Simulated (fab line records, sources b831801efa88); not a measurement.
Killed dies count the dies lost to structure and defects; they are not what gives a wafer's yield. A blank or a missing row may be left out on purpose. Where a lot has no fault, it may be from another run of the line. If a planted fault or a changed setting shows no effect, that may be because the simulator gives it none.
fab line records	flow sky130
record: lots: 6	wafers: 18	last_day: 49
route steps=708 shown METAL4@627 VIA4@639 PAD_OPEN@708
lots with no fault: from the same line, run without faults
start_h: hours from the record's first day to the start of the lot's first wafer shown	wait_h: hours from the lot's prior step to this one	" as in the row above	L1.1+2: one row covering several wafers at once	- no value present, or no start provided	* or withheld: withheld	< > ~ a bound
route shown NAME@n: a module of which the file shows steps, and the number in the route of the first	usual: mean/standard deviation of fault-free wafers	same: alike in all rows	chamber/n: place in a boat	sites: the reading at each site	_std_site: how widely they spread, as a standard deviation	_edge_site: the outer-site mean with the inner-site mean subtracted	radius_mm: how far each site lies from the wafer's centre	mask NAME#n: copy n	behind: the tool/chamber that last shaped the wafer	hold: the reason the lot was held/the length of the hold in hours/how it ended	device: the n, p or np transistor that did not switch	end of line: the same wafers' tests at the end of the route	a step given without rows: its recipe and nothing more	killed: dies that structure and defects cost at the first sort, which is not the same as the wafer's yield	map: per-die view of a wafer (x killed, . not killed, _ where there is no die)
set.NAME: setting as actually run; set.NAME@STEP: the setting as run at that earlier step	model.NAME: the simulator's own value behind a step, which no gauge read
a table for each step, a row for each wafer; lots at some steps of the route
services: the hour from which a tool's chamber was out of use, counted from the record's first day as start_h (under 0 if before that day), plus the number of hours and why
== steps ==
step: SKY_METAL4_PEB_11
recipe: peb_temp_c: withheld	peb_time_s: withheld	resist: KrF-thick
step: SKY_METAL4_DEVELOP_12
recipe: develop_time_s: 57.68	resist: KrF-thick	dev_temp_c: 21
step: SKY_METAL4_CD_MEAS_13
recipe: target_cd_nm: 300
usual: cd_nm: 299.9/1.5
lot.wafer	tool	chamber	start_h	wait_h	cd_nm
L508.1	cd_sem-02	-	995.18	-	301.4
L508.2	"	-	"	"	301.5
L508.5	"	-	"	"	300.6
L509.1	cd_sem-02	-	999.93	-	300.4
L509.2	"	-	"	"	298.8
L509.5	"	-	"	"	300.5
L517.2	cd_sem-01	-	1053.86	-	299.6
L517.4	"	-	"	"	301.1
L517.6	"	-	"	"	301.0
L519.1	cd_sem-01	-	1059.14	-	299.1
L519.3	"	-	"	"	298.6
L519.5	"	-	"	"	298.6
L520.3	cd_sem-02	-	1067.12	-	301.5
L520.5	"	-	"	"	300.7
L520.6	"	-	"	"	302.1
L527.2	cd_sem-02	-	1108.85	-	299.1
L527.3	"	-	"	"	299.5
L527.5	"	-	"	"	300.6
step: SKY_METAL4_OVL_MEAS_14
usual: METAL4_OVL: 0/5.3
lot.wafer	tool	chamber	start_h	wait_h	METAL4_OVL[nm]
L508.1	overlay-02	-	995.30	0.1	0
L508.2	"	-	"	"	1
L508.5	"	-	"	"	-8
L509.1	overlay-02	-	1000.05	0.1	11
L509.2	"	-	"	"	10
L509.5	"	-	"	"	7
L517.2	overlay-01	-	1053.97	0.1	3
L517.4	"	-	"	"	1
L517.6	"	-	"	"	3
L519.1	overlay-02	-	1059.26	0.1	2
L519.3	"	-	"	"	3
L519.5	"	-	"	"	5
L520.3	overlay-02	-	1067.21	0.1	6
L520.5	"	-	"	"	-2
L520.6	"	-	"	"	-10
L527.2	overlay-02	-	1108.96	0.1	6
L527.3	"	-	"	"	-1
L527.5	"	-	"	"	-8
step: SKY_METAL4_DESCUM_15
recipe: chemistry: O2	source_power_w: 150	bias_power_w: 0	pressure_mtorr: 10	temp_c: 40	time_s: 8
usual: drypump_motor_current_A: 5.64/0.26	oes_product_au: 0.998/0.011
lot.wafer	tool	chamber	start_h	wait_h	drypump_motor_current_A	oes_product_au	rf_hours_counter_h
L508.1	rie_metal-02	0	995.34	0.0	5.64	0.989	14
L508.2	"	1	"	"	5.80	0.987	17
L508.5	"	1	"	"	5.78	0.993	-
L509.1	rie_metal-04	0	1000.09	0.0	5.38	0.979	16
L509.2	"	1	"	"	5.67	1.001	18
L509.5	"	0	"	"	5.37	0.982	-
L517.2	rie_metal-01	0	1054.00	0.0	4.86	0.996	23
L517.4	"	1	"	"	5.97	1.004	-
L517.6	"	1	"	"	5.99	1.010	-
L519.1	rie_metal-02	0	1059.30	0.0	5.64	1.004	18
L519.3	"	1	"	"	5.78	1.000	-
L519.5	"	0	"	"	5.66	1.012	-
L520.3	rie_metal-02	0	1067.25	0.0	5.66	1.017	-
L520.5	"	0	"	"	5.66	1.010	-
L520.6	"	1	"	"	5.81	0.995	-
L527.2	rie_metal-01	1	1109.00	0.0	5.95	1.012	-
L527.3	"	1	"	"	5.97	1.002	-
L527.5	"	1	"	"	5.98	1.015	-
step: SKY_METAL4_ETCH_16
recipe: chemistry: N2/H2	target: BARC	ion_energy_ev: 200	bias_w: 100	pressure_mtorr: 30	n2_flow_sccm: 100	h2_flow_sccm: 200	icp_w: 500	stop_on: SiO2	time_s: 88.2	target_depth_a: 600
usual: drypump_motor_current_A: 5.65/0.27	oes_product_au: 0.626/0.0043	throttle_valve_pct: 13.206/0.0097
lot.wafer	tool	chamber	start_h	wait_h	drypump_motor_current_A	oes_product_au	rf_hours_counter_h	throttle_valve_pct
L508.1	rie_metal-02	0	995.37	0.0	5.64	0.622	14	13.196
L508.2	"	1	"	"	5.81	0.629	17	13.208
L508.5	"	1	"	"	5.79	0.629	-	13.226
L509.1	rie_metal-04	0	1000.12	0.0	5.36	0.624	16	13.193
L509.2	"	1	"	"	5.68	0.620	18	13.219
L509.5	"	0	"	"	5.35	0.625	-	13.211
L517.2	rie_metal-01	0	1054.03	0.0	4.92	0.619	23	13.208
L517.4	"	1	"	"	5.97	0.621	-	13.190
L517.6	"	1	"	"	5.97	0.623	-	13.211
L519.1	rie_metal-02	0	1059.33	0.0	5.63	0.617	18	13.204
L519.3	"	1	"	"	5.80	0.627	-	13.196
L519.5	"	0	"	"	5.66	0.625	-	13.213
L520.3	rie_metal-02	0	1067.30	0.0	5.64	0.623	-	13.212
L520.5	"	0	"	"	5.65	0.625	-	13.192
L520.6	"	1	"	"	5.80	0.629	-	13.201
L527.2	rie_metal-01	1	1109.09	0.1	6.03	0.626	-	13.199
L527.3	"	1	"	"	6.03	0.627	-	13.207
L527.5	"	1	"	"	6.03	0.631	-	13.204
step: SKY_METAL4_ETCH_17
recipe: target: SiO2	stop_on: TiN	chemistry: C4F8/O2/Ar	source_w: 1500	bias_w: 1200	pressure_mtorr: 40	c4f8_flow_sccm: withheld	O2_flow_sccm: 6	Ar_flow_sccm: 300	time_s: 3.9	target_depth_a: 150
step: SKY_METAL4_METAL_ETCH_18
recipe: target_depth_a: 8450	stop_on: SiO2	over_etch_frac: 0.3	time_s: 183.1	chemistry: Cl2/BCl3	resist_sidewall_deg: 88	pressure_mtorr: 10	icp_w: 900	bias_w: 48.5	Cl2_flow_sccm: 60	bcl3_flow_sccm: 30
usual: drypump_motor_current_A: 5.5/0.39	mfc_cl2_sccm: 60.03/0.15	oes_product_au: 0.866/0.0073	throttle_valve_pct: 22.264/0.0094
lot.wafer	tool	chamber	start_h	wait_h	drypump_motor_current_A	mfc_cl2_sccm	oes_product_au	rf_hours_counter_h	throttle_valve_pct
L508.1	rie_metal-01	1	995.49	0.0	6.0	59.82	0.863	0	22.261
L508.2	"	0	"	"	4.9	59.61	0.870	19	22.258
L508.5	"	0	"	"	4.9	60.12	0.877	-	22.271
L509.1	rie_metal-02	1	1000.24	0.0	5.8	59.86	0.863	18	22.270
L509.2	"	0	"	"	5.6	59.98	0.861	14	22.266
L509.5	"	1	"	"	5.8	60.03	0.858	-	22.285
L517.2	rie_metal-02	0	1054.15	0.0	5.6	59.92	0.871	17	22.253
L517.4	"	0	"	"	5.6	60.05	0.876	-	22.264
L517.6	"	0	"	"	5.6	60.01	0.878	-	22.265
L519.1	rie_metal-04	0	1059.46	0.0	5.4	60.16	0.865	19	22.260
L519.3	"	1	"	"	5.7	59.87	0.871	-	22.274
L519.5	"	0	"	"	5.4	59.95	0.868	-	22.270
L520.3	rie_metal-01	1	1067.47	0.1	6.0	59.79	0.872	-	22.242
L520.5	"	1	"	"	6.0	59.92	0.882	-	22.264
L520.6	"	0	"	"	4.9	60.12	0.877	-	22.260
L527.2	rie_metal-02	0	1109.27	0.0	5.7	60.14	0.863	22	22.281
L527.3	"	0	"	"	5.7	60.02	0.862	-	22.252
L527.5	"	1	"	"	5.8	59.92	0.855	-	22.248
step: SKY_METAL4_STRIP_19
recipe: chemistry: O2/N2	power_w: 1400	pressure_mtorr: 1500	platen_temp_c: withheld	o2_flow_sccm: 3000	n2_flow_sccm: 300	overash_fraction: 0.5
usual: drypump_motor_current_A: 5.74/0.24	oes_product_au: 0.502/0.0064	strip_time_to_endpoint_s: 6.55/0.097
same: overash_fraction: 0.5
lot.wafer	tool	chamber	start_h	wait_h	drypump_motor_current_A	oes_product_au	rf_hours_counter_h	strip_time_to_endpoint_s
L508.1	plasma_asher-03	0	995.67	0.1	5.47	0.492	83	6.38
L508.2	"	1	"	"	5.56	0.499	83	6.45
L508.5	"	1	"	"	5.55	0.492	-	6.35
L509.1	plasma_asher-02	0	1000.42	0.1	6.01	0.499	122	6.62
L509.2	"	1	"	"	5.75	0.507	122	6.49
L509.5	"	0	"	"	6.00	0.506	-	6.59
L517.2	plasma_asher-03	0	1054.38	0.2	5.51	0.496	89	6.39
L517.4	"	0	"	"	5.50	0.500	-	6.45
L517.6	"	0	"	"	5.51	0.497	-	6.42
L519.1	plasma_asher-03	1	1059.69	0.2	5.55	0.505	90	6.64
L519.3	"	0	"	"	5.49	0.496	-	6.51
L519.5	"	0	"	"	5.51	0.514	-	6.64
L520.3	plasma_asher-03	1	1067.66	0.1	5.60	0.498	-	6.53
L520.5	"	1	"	"	5.59	0.502	-	6.52
L520.6	"	0	"	"	5.48	0.502	-	6.55
L527.2	plasma_asher-03	1	1109.45	0.1	5.59	0.498	95	6.49
L527.3	"	0	"	"	5.48	0.501	-	6.59
L527.5	"	0	"	"	5.52	0.504	-	6.67
step: SKY_METAL4_STRIP_20
recipe: chemistry: post_etch_residue_remover	time_s: 1200	temp_c: 72.5
step: SKY_METAL4_CLEAN_21
recipe: chemistry: IPA	time_s: 180	temp_c: 25
step: SKY_METAL4_CLEAN_22
recipe: chemistry: O3/DIW	dry: n2_spin
step: SKY_VIA4_HDPCVD_00
recipe: material: SiO2	target_thk_nm: 1750	sigma_open_frac: 0.3	time_s: 291.7	temp_c: 400	sih4_flow_sccm: 60	pressure_mtorr: 6
usual: susceptor_temp_C: 400.06/0.21
lot.wafer	tool	chamber	start_h	wait_h	susceptor_temp_C	model.SiO2_of_VIA4_HDPCVD_00.thk_nm
L508.1	hdpcvd-02	0	996.26	0.0	399.90	1781
L508.2	"	2	"	"	399.58	1753
L508.5	"	2	"	"	399.68	1767
L509.1	hdpcvd-02	2	1001.01	0.0	400.10	1723
L509.2	"	1	"	"	399.70	1746
L509.5	"	0	"	"	399.94	1752
L517.2	hdpcvd-01	2	1054.98	0.0	399.83	1795
L517.4	"	2	"	"	400.19	1763
L517.6	"	1	"	"	400.26	1750
L519.1	hdpcvd-02	0	1060.32	0.0	399.99	2284
L519.3	"	2	"	"	399.82	2318
L519.5	"	2	"	"	399.99	2315
L520.3	hdpcvd-02	1	1068.22	0.0	399.98	2301
L520.5	"	1	"	"	400.18	2293
L520.6	"	2	"	"	399.78	2290
L527.2	hdpcvd-01	2	1110.04	0.0	400.11	1776
L527.3	"	0	"	"	400.16	1825
L527.5	"	2	"	"	399.99	1761
step: SKY_VIA4_THK_MEAS_01
recipe: reads: SiO2_of_VIA4_HDPCVD_00
usual: VIA4_HDPCVD_THK: 1749/22
lot.wafer	tool	chamber	start_h	wait_h	hold	VIA4_HDPCVD_THK[nm]
L508.1	film_metro-01	-	996.44	0.1	-	1780
L508.2	"	-	"	"	-	1753
L508.5	"	-	"	"	-	1767
L509.1	film_metro-03	-	1001.19	0.1	-	1724
L509.2	"	-	"	"	-	1746
L509.5	"	-	"	"	-	1752
L517.2	film_metro-01	-	1055.20	0.1	-	1795
L517.4	"	-	"	"	-	1763
L517.6	"	-	"	"	-	1751
L519.1	film_metro-03	-	1060.50	0.1	await_dispo/0.2h/release	2283
L519.3	"	-	"	"	await_dispo/0.2h/release	2318
L519.5	"	-	"	"	await_dispo/0.2h/release	2313
L519.1	film_metro-03	-	1060.73	0.2	-	2283
L519.3	"	-	"	"	-	2317
L519.5	"	-	"	"	-	2316
L520.3	film_metro-01	-	1068.42	0.1	await_dispo/0.2h/release	2301
L520.5	"	-	"	"	await_dispo/0.2h/release	2293
L520.6	"	-	"	"	await_dispo/0.2h/release	2290
L520.3	film_metro-01	-	1068.65	0.2	-	2302
L520.5	"	-	"	"	-	2292
L520.6	"	-	"	"	-	2288
L527.2	film_metro-04	-	1110.23	0.1	-	1775
L527.3	"	-	"	"	-	1824
L527.5	"	-	"	"	-	1761
step: SKY_VIA4_CMP_02
recipe: material: SiO2	down_force_psi: 4	platen_rpm: 60	pad_velocity_m_s: 0.94248
usual: motor_current_A: 11.4/0.82	retaining_ring_pressure_frac: 1.000/0.0048	slurry_flow_ml_min: 150.0/0.53
lot.wafer	tool	chamber	start_h	wait_h	hold	motor_current_A	retaining_ring_pressure_frac	slurry_flow_ml_min
L508.1	cmp-02	1	996.55	0.1	-	11.7	1.001	149.7
L508.2	"	2	"	"	-	10.7	1.003	150.9
L508.5	"	0	"	"	-	12.2	0.998	149.6
L509.1	cmp-02	3	1001.25	0.1	-	10.4	0.999	150.1
L509.2	"	1	"	"	-	11.8	0.994	149.9
L509.5	"	3	"	"	-	10.6	0.999	150.2
L517.2	cmp-01	0	1055.25	0.0	-	11.7	1.003	149.3
L517.4	"	1	"	"	-	12.2	1.001	149.4
L517.6	"	0	"	"	-	11.7	1.001	149.3
L519.3	cmp-01	3	1062.47	1.7	await_dispo/1.6h/release	11.6	0.998	149.5
L519.1	"	2	"	"	await_dispo/1.6h/release	10.6	1.007	149.5
L519.5	"	3	"	"	await_dispo/1.6h/release	11.4	0.999	150.6
L520.3	cmp-01	0	1074.78	6.1	await_dispo/5.8h/release	12.9	1.002	149.3
L520.6	"	0	"	"	await_dispo/5.8h/release	12.1	0.997	148.8
L520.5	"	1	"	"	await_dispo/5.8h/release	11.8	0.999	151.2
L527.3	cmp-02	3	1110.33	0.1	-	11.1	0.994	150.1
L527.2	"	1	"	"	-	12.2	1.002	149.6
L527.5	"	3	"	"	-	11.0	1.008	150.1
step: SKY_PAD_OPEN_PROBE_99
usual: defect_limited_yield: 82.5/1.8	killed_at_M0_to_M3: 43/6.6	killed_at_M4_up: 2.9/1.8	killed_at_contacts: 25/5.3	killed_at_front_end: 15/4.1	killed_at_other: 0.3/0.6	killed_dies: 86/8.8	killed_open: 47/6.7	killed_short: 39/6.2	sort_bin_3_pad_short: 0.9/0.44	sort_bin_5_function: 10.3/1.6	sort_bin_6_memory: 6.3/1	sort_n_pass: 406/8.8	sort_yield_pct: 82.5/1.8
same: gross_dies: 492	killed_at_back_side: 0	sort_bin_4_leakage[%]: 0	sort_bin_8_speed[%]: 0
lot.wafer	tool	chamber	start_h	wait_h	defect_limited_yield[%]	killed_at_M0_to_M3	killed_at_M4_up	killed_at_contacts	killed_at_front_end	killed_at_other	killed_dies	killed_open	killed_short	sort_bin_3_pad_short[%]	sort_bin_5_function[%]	sort_bin_6_memory[%]	sort_n_pass	sort_yield_pct[%]
L508.1	prober-02	-	1089.06	0.1	82.5	39	0	30	15	2	86	45	41	0.8	10.6	6.1	406	82.5
L508.2	prober-02	-	1089.11	0.1	82.1	36	2	32	18	0	88	49	39	0.4	12.6	4.9	404	82.1
L508.5	prober-02	-	1089.26	0.2	81.9	46	3	24	16	0	89	47	41	0.6	8.7	8.7	403	81.9
L509.1	prober-01	-	1092.30	0.1	83.9	40	5	22	12	0	79	44	35	0.8	9.3	5.9	413	83.9
L509.2	prober-01	-	1092.35	0.1	83.9	33	4	28	14	0	79	50	29	0.2	10.8	5.1	413	83.9
L509.5	prober-01	-	1092.50	0.2	82.1	48	3	21	16	0	88	49	39	0.8	10.0	7.1	404	82.1
L517.2	prober-02	-	1141.31	0.1	83.1	39	3	23	17	1	83	39	44	0.8	10.6	5.5	409	83.1
L517.4	prober-02	-	1141.41	0.2	81.7	45	5	26	14	0	90	46	44	1.2	10.8	6.3	402	81.7
L517.6	prober-02	-	1141.51	0.2	82.1	40	2	34	12	0	88	51	37	0.8	9.3	7.7	404	82.1
L519.1	prober-02	-	1146.62	0.1	80.5	55	4	22	15	0	96	59	37	1.0	9.3	9.1	396	80.5
L519.3	prober-02	-	1146.72	0.2	82.3	48	2	24	13	0	87	41	46	0.8	9.3	7.5	405	82.3
L519.5	prober-02	-	1146.82	0.2	81.9	42	0	30	16	1	89	56	33	1.2	8.9	7.9	403	81.9
L520.3	prober-01	-	1154.56	0.2	81.9	50	6	18	15	0	89	50	39	0.8	11.8	5.5	403	81.9
L520.5	prober-01	-	1154.66	0.2	81.7	43	3	25	19	0	90	49	39	0.8	10.2	7.3	402	81.7
L520.6	prober-01	-	1154.71	0.2	82.3	37	3	24	23	0	87	48	39	0.8	12.2	4.7	405	82.3
L527.2	prober-02	-	1187.33	0.1	82.7	35	3	29	17	1	85	50	35	0.6	9.1	7.5	407	82.7
L527.3	prober-02	-	1187.38	0.2	79.7	50	3	26	20	1	100	54	46	0.4	12.6	7.3	392	79.7
L527.5	prober-02	-	1187.48	0.2	79.7	55	4	27	13	1	100	52	48	0.2	13.0	7.1	392	79.7
killed by level:class
L508.1 LI_CONTACT:geometric_particle:open=11 VIA1:geometric_particle:open=8 CONTACT:geometric_particle:open=7 METAL1:geometric_particle:short=7 VIA1:geometric_particle:short=6 FIELD_ISO:geometric_particle:open=5 VIA3:geometric_particle:short=5 LOCAL_INTERCONNECT:geometric_particle:short=4
L508.2 CONTACT:geometric_particle:open=12 VIA1:geometric_particle:open=12 FIELD_ISO:geometric_particle:open=6 LI_CONTACT:geometric_particle:open=6 LOCAL_INTERCONNECT:geometric_particle:short=6 FIELD_ISO:geometric_particle:short=5 METAL2:geometric_particle:short=5 VIA2:geometric_particle:open=5
L508.5 VIA3:geometric_particle:open=9 VIA2:geometric_particle:open=8 LI_CONTACT:geometric_particle:open=7 VIA1:geometric_particle:short=7 VIA1:geometric_particle:open=6 METAL1:geometric_particle:short=6 CONTACT:geometric_particle:open=5 FIELD_ISO:geometric_particle:open=4
L509.1 CONTACT:geometric_particle:open=11 METAL1:geometric_particle:short=7 VIA2:geometric_particle:open=6 LI_CONTACT:geometric_particle:open=5 VIA1:geometric_particle:open=5 METAL2:geometric_particle:short=5 VIA3:geometric_particle:open=5 FIELD_ISO:geometric_particle:open=4
L509.2 LI_CONTACT:geometric_particle:open=9 CONTACT:geometric_particle:open=9 VIA1:geometric_particle:open=6 METAL2:geometric_particle:short=5 VIA2:geometric_particle:open=5 VIA3:geometric_particle:open=5 POLY_GATE:geometric_particle:open=3 SPACER:geometric_particle:open=3
L509.5 VIA1:geometric_particle:open=13 CONTACT:geometric_particle:open=10 VIA2:geometric_particle:open=8 LOCAL_INTERCONNECT:geometric_particle:short=5 METAL2:geometric_particle:short=5 POLY_GATE:geometric_particle:short=4 VIA3:geometric_particle:open=4 VIA3:geometric_particle:short=4
L517.2 FIELD_ISO:geometric_particle:short=6 LI_CONTACT:geometric_particle:short=6 LI_CONTACT:geometric_particle:open=6 METAL1:geometric_particle:short=6 VIA1:geometric_particle:open=6 CONTACT:geometric_particle:short=5 CONTACT:geometric_particle:open=5 METAL2:geometric_particle:short=5
L517.4 VIA1:geometric_particle:open=10 CONTACT:geometric_particle:open=8 LI_CONTACT:geometric_particle:open=7 FIELD_ISO:geometric_particle:open=5 VIA3:geometric_particle:open=5 VIA2:geometric_particle:open=5 CONTACT:geometric_particle:short=5 VIA2:geometric_particle:short=5
L517.6 VIA1:geometric_particle:open=12 CONTACT:geometric_particle:open=12 LI_CONTACT:geometric_particle:open=10 FIELD_ISO:geometric_particle:open=7 CONTACT:geometric_particle:short=7 LOCAL_INTERCONNECT:geometric_particle:short=4 METAL1:geometric_particle:short=4 VIA1:geometric_particle:short=4
L519.1 VIA1:geometric_particle:open=16 CONTACT:geometric_particle:open=11 METAL2:geometric_particle:short=9 VIA2:geometric_particle:open=9 POLY_GATE:geometric_particle:open=5 METAL1:geometric_particle:short=5 VIA3:geometric_particle:open=5 POLY_GATE:geometric_particle:short=4
L519.3 METAL2:geometric_particle:short=11 VIA1:geometric_particle:open=10 CONTACT:geometric_particle:short=8 VIA2:geometric_particle:open=8 LI_CONTACT:geometric_particle:open=7 POLY_GATE:geometric_particle:open=5 POLY_GATE:geometric_particle:short=5 LI_CONTACT:geometric_particle:short=5
L519.5 VIA1:geometric_particle:open=12 CONTACT:geometric_particle:open=8 VIA3:geometric_particle:open=8 VIA2:geometric_particle:open=6 CONTACT:geometric_particle:short=5 LI_CONTACT:geometric_particle:open=5 LOCAL_INTERCONNECT:geometric_particle:open=5 FIELD_ISO:geometric_particle:open=4
L520.3 VIA2:geometric_particle:open=9 METAL2:geometric_particle:short=7 VIA3:geometric_particle:short=7 FIELD_ISO:geometric_particle:open=6 CONTACT:geometric_particle:open=6 LI_CONTACT:geometric_particle:open=6 METAL1:geometric_particle:short=6 VIA1:geometric_particle:open=5
L520.5 VIA1:geometric_particle:open=10 VIA2:geometric_particle:open=10 CONTACT:geometric_particle:open=9 FIELD_ISO:geometric_particle:open=7 METAL2:geometric_particle:short=6 METAL3:geometric_particle:short=6 FIELD_ISO:geometric_particle:short=5 LI_CONTACT:geometric_particle:open=5
L520.6 CONTACT:geometric_particle:open=11 VIA1:geometric_particle:open=9 FIELD_ISO:geometric_particle:short=7 POLY_GATE:geometric_particle:short=6 METAL2:geometric_particle:short=6 VIA2:geometric_particle:open=5 LI_CONTACT:geometric_particle:open=4 CONTACT:geometric_particle:short=4
L527.2 CONTACT:geometric_particle:open=13 VIA3:geometric_particle:open=7 VIA1:geometric_particle:open=7 CONTACT:geometric_particle:short=7 LI_CONTACT:geometric_particle:open=6 POLY_GATE:geometric_particle:short=4 POLY_GATE:geometric_particle:open=4 VIA1:geometric_particle:short=4
L527.3 CONTACT:geometric_particle:open=9 VIA1:geometric_particle:open=9 FIELD_ISO:geometric_particle:short=8 LI_CONTACT:geometric_particle:open=8 VIA1:geometric_particle:short=7 FIELD_ISO:geometric_particle:open=6 VIA3:geometric_particle:short=6 VIA3:geometric_particle:open=6
L527.5 VIA2:geometric_particle:open=10 VIA1:geometric_particle:open=10 LI_CONTACT:geometric_particle:open=9 METAL2:geometric_particle:short=7 LOCAL_INTERCONNECT:geometric_particle:short=5 CONTACT:geometric_particle:open=5 CONTACT:geometric_particle:short=5 VIA2:geometric_particle:short=5
== services ==
tool	chamber	start_h	hours	kind
cmp-02	-	978.12	1.3	repair
plasma_asher-02	-	987.02	7.0	repair
plasma_asher-03	-	993.62	0.8	repair
rie_metal-01	-	995.67	4.0	pm
plasma_asher-02	-	999.27	0.7	repair
rie_metal-01	-	999.88	1.0	repair
hdpcvd-01	-	1012.40	14.6	pm
plasma_asher-02	-	1017.07	4.1	repair
rie_metal-01	1	1018.16	5.2	repair
cmp-01	-	1024.50	0.7	repair
cmp-02	-	1028.38	52.1	repair
hdpcvd-01	0	1029.24	18.5	repair
plasma_asher-03	-	1035.67	2.9	repair
cmp-01	-	1043.43	3.4	repair
rie_metal-01	-	1047.35	2.8	pm
hdpcvd-01	-	1047.78	3.1	repair
plasma_asher-02	-	1055.25	9.0	pm
plasma_asher-02	-	1066.42	3.0	repair
cmp-02	-	1080.50	8.9	pm
hdpcvd-02	-	1085.79	1.3	repair
cmp-02	-	1089.42	4.0	pm
cmp-01	-	1093.57	5.2	pm
plasma_asher-02	-	1109.41	3.9	repair
rie_metal-02	-	1109.75	1.4	pm
== key ==
first_sign: step: SKY_VIA4_THK_MEAS_01	reading: visit	direction: added
effect: step: SKY_VIA4_THK_MEAS_01	reading: VIA4_HDPCVD_THK	direction: up	sigmas: 25	usual: 1749	struck: 2300
model_effect: step: SKY_VIA4_HDPCVD_00	value: SiO2_of_VIA4_HDPCVD_00.thk_nm	without: 1759	struck: 2300
met_at SKY_VIA4_HDPCVD_00
struck_wafers L519.1,L519.3,L519.5,L520.3,L520.5,L520.6
onset_between 1001.01 1060.32
also_fits SKY_METAL4_DESCUM_15:rie_metal-02,SKY_METAL4_ETCH_16:rie_metal-02
fault: kind: process_parameter_drift	tool: hdpcvd-02	chamber: -	onset_h: 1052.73	steps: SKY_VIA4_HDPCVD_00	channel: target_thk_nm	offset: 541.17	shape: step	end_h: 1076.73	acts_in: these_recipes_only	stated: 1750
